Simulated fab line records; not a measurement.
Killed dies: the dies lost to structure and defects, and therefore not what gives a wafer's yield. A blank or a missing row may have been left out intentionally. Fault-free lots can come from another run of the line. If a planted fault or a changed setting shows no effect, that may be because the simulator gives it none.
Code-filled problem report in 8D (eight disciplines) form    flow sky130    the parts of the form that need people (team, actions taken, sign-off) are left out

1. WHAT WENT WRONG
Wafers with no fault read 2500.0 W with a standard deviation of 0.42, whereas cathode-dc-power-W at SKY_LI_CONTACT_SPUTTER_19 reads a mean of 2589.0 W on 1 wafer of 1 lot. That is +99 or more standard deviations from the usual mean.
The step: material Ti, target thk 20 nm, time 106.37 s.
First seen on wafer L735.4, day 32 09:25, on pvd-sputter-04. The record holds 15 wafers of 5 lots with a number at this step. Rule for "out" (also "out of limits"): further than 4 standard deviations from the usual mean. The other wafers with a number count as sound.

2. WHAT THIS IS AND IS NOT
question                     is                  is not
which readings at this step  cathode-dc-power-W  throttle-valve-pct
which lots                   L735                L726, L729, L744, L748
which wafers of those lots   L735.4              L735.3, L735.6
read on which tools          pvd-sputter-04      pvd-sputter-03
when                         from day 32 09:25   up to then (8 sound wafers); but 6 sound wafers of L744, L748 came after

3. SUSPECTS, AND WHAT RULES EACH OUT
Counting: any tool at a process step up to the reading remains a suspect provided it ran every lot that is out. Sound lots after the first of them don't rule it out here, since some wafers of a struck lot are sound.
- rie-diel-02 at SKY_LI_CONTACT_ETCH_14 (etches BARC in N2/H2, stops on SiO2, time 45.9 s, target depth 60 nm): kept. It ran the lot that is out, L735 (day 32 08:58); its last sound lot up to then is L726 (day 28 22:19).
- rie-diel-02 at SKY_LI_CONTACT_ETCH_15 (etches PSG in C4F8/O2/Ar, stops on Si, target depth 600 nm): kept. It ran the lot that is out, L735 (day 32 09:01); its last sound lot up to then is L726 (day 28 22:21).
- plasma-asher-01 at SKY_LI_CONTACT_STRIP_16 (strips in O2/N2): kept. It ran the lot that is out, L735 (day 32 09:08); its last sound lot up to then is L729 (day 30 11:24).
- pvd-sputter-04 at SKY_LI_CONTACT_SPUTTER_19 (material Ti, target thk 20 nm, time 106.37 s): kept. It ran the lot that is out, L735 (day 32 09:25); its last sound lot up to then is L729 (day 30 11:44). Out on those wafers are its own readings of cathode-dc-power-W.
- At SKY_LI_CONTACT_ETCH_14, inside rie-diel-02: chamber 0 took the wafers that are out, while their sound lot-mates went through chambers 1, 2.
- At SKY_LI_CONTACT_ETCH_15, inside rie-diel-02: chamber 0 took the wafers that are out, while their sound lot-mates went through chambers 1, 2.
- Within plasma-asher-01 at SKY_LI_CONTACT_STRIP_16: the wafers that are out ran in chamber 1; their sound lot-mates ran in chamber 0.
Left after counting: rie-diel-02 at SKY_LI_CONTACT_ETCH_14, rie-diel-02 at SKY_LI_CONTACT_ETCH_15, plasma-asher-01 at SKY_LI_CONTACT_STRIP_16, pvd-sputter-04 at SKY_LI_CONTACT_SPUTTER_19.

4. THE CAUSE (what the simulator had put in)
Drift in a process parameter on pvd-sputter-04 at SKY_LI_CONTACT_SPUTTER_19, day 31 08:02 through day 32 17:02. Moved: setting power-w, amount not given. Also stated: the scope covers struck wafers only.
Counting leaves 4 suspects; this tool is one of them.

5. THE CHAIN OF EFFECTS, in route order
Each row: a reading where the mean over the struck wafers with a number is more than 3 standard deviations away from the usual. Readings are gone through only where the record gives a usual standard deviation; hours: the median, over the lots, of the time from a lot's start at the first step in this table giving one to that lot's start at this step; sigmas: the change measured in usual standard deviations.
hours  step                       reading             usual     on struck wafers  change  sigmas
0      SKY_LI_CONTACT_SPUTTER_19  cathode-dc-power-W  2500.0 W  2589.0            +89.0   +99 or more
The process steps in it:
- SKY_LI_CONTACT_SPUTTER_19: material Ti, target thk 20 nm, time 106.37 s.

6. WHAT WOULD HAVE CAUGHT IT SOONER
25 hours passed between the start of the fault at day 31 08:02 and the first reading out of limits in this record, taken at day 32 09:25.
